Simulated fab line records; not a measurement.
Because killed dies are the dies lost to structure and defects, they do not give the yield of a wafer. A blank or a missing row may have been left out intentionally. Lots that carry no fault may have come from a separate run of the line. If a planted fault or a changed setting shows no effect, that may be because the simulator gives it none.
Which tool was responsible?	flow sky130	7 lots, 21 wafers sampled, at 2 steps of a route of 708

WHAT THE GAUGES SHOWED, per wafer
SKY_LDD_P_CD_MEAS_07: target cd 380 nm.
lot	measured	on	cd-nm (nm)
L200	day 19 07:44	cd-sem-01	381.0 381.4 383.8
L202	day 21 01:14	cd-sem-01	377.2 377.6 378.6
L205	day 21 17:25	cd-sem-02	378.0 379.4 380.5
L210	day 23 08:53	cd-sem-02	375.8 378.5 378.6
L214	day 24 11:41	cd-sem-01	419.6 417.5 417.6
L216	day 25 06:20	cd-sem-01	378.0 379.3 378.1
L221	day 27 09:52	cd-sem-01	380.2 381.0 380.9

WHICH TOOL RAN EACH LOT (tool, then ch and the chambers of the sampled wafers, then the start)
lot	SKY_LDD_P_DEVELOP_06
L200	litho-track-02 ch 0, day 19 07:35
L202	litho-track-02 ch 0, day 21 01:05
L205	litho-track-02 ch 0, day 21 17:16
L210	litho-track-02 ch 0, day 23 08:44
L214	litho-track-02 ch 0, day 24 11:32
L216	litho-track-04 ch 0, day 25 06:11
L221	litho-track-01 ch 0, day 27 09:43
- SKY_LDD_P_DEVELOP_06: develop time 60 s.

THE ANSWER, worked out from the rows above alone
Rule: what is usual is taken from the lots themselves. Put in order of their means at a reading, lots are off if they are a third of the lots or fewer, leave a main group of 4 or more, and stand apart from it by a gap of 3 or more times the standard deviation of the main group's means; of several such gaps the widest counts. Not used: any main group whose means are identical at the precision the tables above print for the reading. A lot without any number at a reading at which 4 lots or more have one is off too. Where the step has rows for the other lots, those lots are counted as sound.
Off: L214, at SKY_LDD_P_CD_MEAS_07 (cd-nm). For the main group the mean is 379.3 nm and the standard deviation 1.6.
A tool fits if, at a process step before that reading, it ran every lot that is off, and no sound lot after the first of them. Gauges at SKY_LDD_P_CD_MEAS_07: tried the same way as those tools. One candidate fits, namely litho-track-02 at SKY_LDD_P_DEVELOP_06. Its last sound lot is L210 (day 23 08:44), its first lot that is off L214 (day 24 11:32): a fault that began between those two fits.

WHAT THE SIMULATOR HAD PUT IN
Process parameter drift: litho-track-02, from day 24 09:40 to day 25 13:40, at SKY_LDD_P_DEVELOP_06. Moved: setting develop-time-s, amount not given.
Struck lots among those shown: L214. Same finding as the rule above.
